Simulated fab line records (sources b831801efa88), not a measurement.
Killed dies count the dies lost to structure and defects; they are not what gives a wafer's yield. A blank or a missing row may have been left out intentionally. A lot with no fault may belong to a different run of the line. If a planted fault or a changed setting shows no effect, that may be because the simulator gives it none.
One fault seen from 2 desks || flow gf180mcu || what lay behind the numbers comes last; until then each desk has only its own

## FROM THE METROLOGY DESK
What the gauges read, lot by lot, whatever tool the lot ran on: means of the sampled wafers that have a number. The brackets show how far a lot's mean lies from the usual mean; more than 4 standard deviations puts the lot out of limits, marked OUT.
Columns: A = cdNm at GF_M5_CD_MEAS_07, usual 279.8 nm
{"lot": "L853", "first seen here": "day 26 07:28", "A": 280.1}
{"lot": "L854", "first seen here": "day 26 08:43", "A": 279.9}
{"lot": "L855", "first seen here": "day 26 14:55", "A": 280.2}
{"lot": "L856", "first seen here": "day 27 14:22", "A": 279.9}
{"lot": "L857", "first seen here": "day 27 16:56", "A": 281.1}
{"lot": "L859", "first seen here": "day 28 08:46", "A": 281.5}
{"lot": "L858", "first seen here": "day 28 11:47", "A": 279.4}
{"lot": "L861", "first seen here": "day 28 19:13", "A": 281.3}
{"lot": "L860", "first seen here": "day 28 20:25", "A": 278.8}
{"lot": "L862", "first seen here": "day 29 02:31", "A": 280.3}
{"lot": "L866", "first seen here": "day 30 08:53", "A": 279.8}
{"lot": "L867", "first seen here": "day 30 09:59", "A": 281.1}
{"lot": "L868", "first seen here": "day 30 19:29", "A": 278.6}
{"lot": "L876", "first seen here": "day 32 19:17", "A": 279.4}
Finding of this desk: none of the 14 lots has anything out of limits.

## TOOL OWNER'S DESK, plasmaAsher-01
The tool's own readings at GF_HV_LDD_STRIP_22 (strips in O2/N2): means of the sampled wafers that have a number, for each lot that ran on this tool. The brackets show how far a lot's mean lies from the usual mean; more than 4 standard deviations puts the lot out of limits, marked OUT.
Columns: A = drypumpMotorCurrentA at GF_HV_LDD_STRIP_22, usual 5.6 A; B = heaterPowerW at GF_HV_LDD_STRIP_22, usual 358 W; C = n2FlowSccm at GF_HV_LDD_STRIP_22, usual 300.0 sccm; D = oesProductAu at GF_HV_LDD_STRIP_22, usual 0.716 a.u.; E = stripTimeToEndpointS at GF_HV_LDD_STRIP_22, usual 12.64 s
{"lot": "L854", "first seen here": "day 11 00:29", "A": 5.2, "B": 372, "C": 299.9, "D": 0.715, "E": 12.63}
{"lot": "L861", "first seen here": "day 13 08:03", "A": 5.2, "B": 377, "C": 299.9, "D": 0.716, "E": 12.61}
{"lot": "L866", "first seen here": "day 15 00:43", "A": 5.2, "B": 380, "C": 299.6, "D": 0.719, "E": 12.61}
{"lot": "L867", "first seen here": "day 15 03:02", "A": 5.1, "B": 376, "C": 301.0, "D": 0.715, "E": 12.62}
{"lot": "L868", "first seen here": "day 15 14:02", "A": 5.5, "B": 378, "C": 299.5, "D": 0.714, "E": 12.64}
Finding of this desk: none of the 5 lots has anything out of limits.

## ALL TOGETHER
Metrology desk: nothing out of limits seen.
The tool owner's desk saw nothing out of limits.

## WHAT THE SIMULATOR HAD INSERTED
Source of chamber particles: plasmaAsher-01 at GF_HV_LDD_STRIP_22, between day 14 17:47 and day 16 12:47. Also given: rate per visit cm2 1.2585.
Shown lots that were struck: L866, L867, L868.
